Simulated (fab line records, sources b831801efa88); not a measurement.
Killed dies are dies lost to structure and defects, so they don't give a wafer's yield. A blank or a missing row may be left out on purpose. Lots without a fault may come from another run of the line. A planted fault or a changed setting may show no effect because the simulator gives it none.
Problem report in the 8D (eight disciplines) form, filled by code | flow gf180mcu | the parts of the form that need people (team, actions taken, sign-off) are left out

1. THE PROBLEM
run_length_s at GF_M1_SOFTBAKE_10 reads a mean of 99.95 s on 6 wafers of 2 lots; wafers without a fault read 89.17 s with a standard deviation of 0.26. That is +41 standard deviations from the usual mean.
The step: time 60 s.
First seen on wafer L436.1, day 24 02:53, on litho_track-01. The record holds 39 wafers of 13 lots with a number at this step. Rule for "out", or "out of limits": more than 4 standard deviations from the usual mean. The other wafers with a number count as sound.

2. WHAT IT IS AND WHAT IT IS NOT
question                    | is                     | is not
which readings at this step | run_length_s           | -
which lots                  | L436, L437             | L417, L421, L422, L423, L424, L425, L426, L427, L428, L429, L438
which wafers of those lots  | all that have a number | -
read on which tools         | litho_track-01         | litho_track-02, litho_track-03
when                        | from day 24 02:53      | up to then (30 sound wafers); but 3 sound wafers of L438 came after

3. SUSPECTS, AND WHAT RULES EACH OUT
Counting: a tool at a process step up to the reading stays a suspect if it ran every lot that is out and no sound lot after the first of them.
- litho_track-01 at GF_M1_SOFTBAKE_10 (time 60 s): kept. It ran every lot that is out, first L436 (day 24 02:53), and no sound lot after that; its last sound lot up to then is L427 (day 21 04:11). Its own readings are out on those wafers: run_length_s.
Left after counting: litho_track-01 at GF_M1_SOFTBAKE_10.

4. THE CAUSE (what the simulator had put in)
Process parameter drift: litho_track-01, from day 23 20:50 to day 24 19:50, at GF_M1_SOFTBAKE_10. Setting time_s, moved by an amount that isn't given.
Counting left only this tool.

5. THE CHAIN OF EFFECTS, in route order
Each row: a reading whose mean over the struck wafers that have a number lies more than 3 standard deviations from the usual. Only readings for which the record gives a usual standard deviation are gone through. hours: the time from each lot's start at the first step in this table that gives one to its start at this step, as a median over the lots. sigmas: the change in usual standard deviations.
hours | step              | reading      | usual   | on struck wafers | change | sigmas
0     | GF_M1_SOFTBAKE_10 | run_length_s | 89.17 s | 99.95            | +10.78 | +41
The process steps in it:
- GF_M1_SOFTBAKE_10: time 60 s.
Later measuring or inspecting steps at which every struck wafer that the step has a row for has a number for every such reading, and none has moved that far: GF_V2_RS_MEAS_24.

6. WHAT WOULD HAVE CAUGHT IT SOONER
In this record the first reading out of limits was taken at day 24 02:53, 6 hours after the fault began at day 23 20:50.
